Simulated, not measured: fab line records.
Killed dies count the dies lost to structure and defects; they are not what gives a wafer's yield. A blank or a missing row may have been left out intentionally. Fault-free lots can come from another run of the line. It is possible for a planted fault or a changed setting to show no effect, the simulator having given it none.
The tool behind it: which one? + flow gf180mcu + at 1 step of a route of 602, 7 lots with 21 wafers sampled

== WHAT THE GAUGES SHOWED, per wafer ==
GF_STI_BOW_MEAS_00.
| lot  | measured    | on            | INCOMING_BOW (um) |
|------|-------------|---------------|-------------------|
| L790 | day 1 20:01 | film-metro-03 | 4 -8 5            |
| L792 | day 2 06:00 | film-metro-01 | 4 -4 2            |
| L797 | day 3 07:00 | film-metro-01 | -7 3 3            |
| L802 | day 4 08:01 | film-metro-02 | -6 0 -6           |
| L805 | day 4 23:00 | film-metro-03 | 3 0 -6            |
| L809 | day 5 19:00 | film-metro-02 | -8 -3 0           |
| L811 | day 6 05:00 | film-metro-02 | 4 5 5             |

== WHAT TOOL EACH LOT RAN ON (gives the tool, then ch and the chambers of the sampled wafers, and finally the start) ==
Before these readings, the record contains no process step.

== THE ANSWER, worked out from the rows above alone ==
Rule: what is usual is taken from the lots themselves. Put in order of their means at a reading, lots are off if they are a third of the lots or fewer, leave a main group of 4 or more, and stand apart from it by a gap of 3 or more times the standard deviation of the main group's means; of several such gaps the widest counts. A main group whose means are all the same, to the digits that the tables above print for the reading, isn't used. A lot without any number at a reading at which 4 lots or more have one is off too. The other lots that the step has rows for count as sound.
None of the lots is off at any reading shown; this tells nothing.

== WHAT THE SIMULATOR HAD INSERTED ==
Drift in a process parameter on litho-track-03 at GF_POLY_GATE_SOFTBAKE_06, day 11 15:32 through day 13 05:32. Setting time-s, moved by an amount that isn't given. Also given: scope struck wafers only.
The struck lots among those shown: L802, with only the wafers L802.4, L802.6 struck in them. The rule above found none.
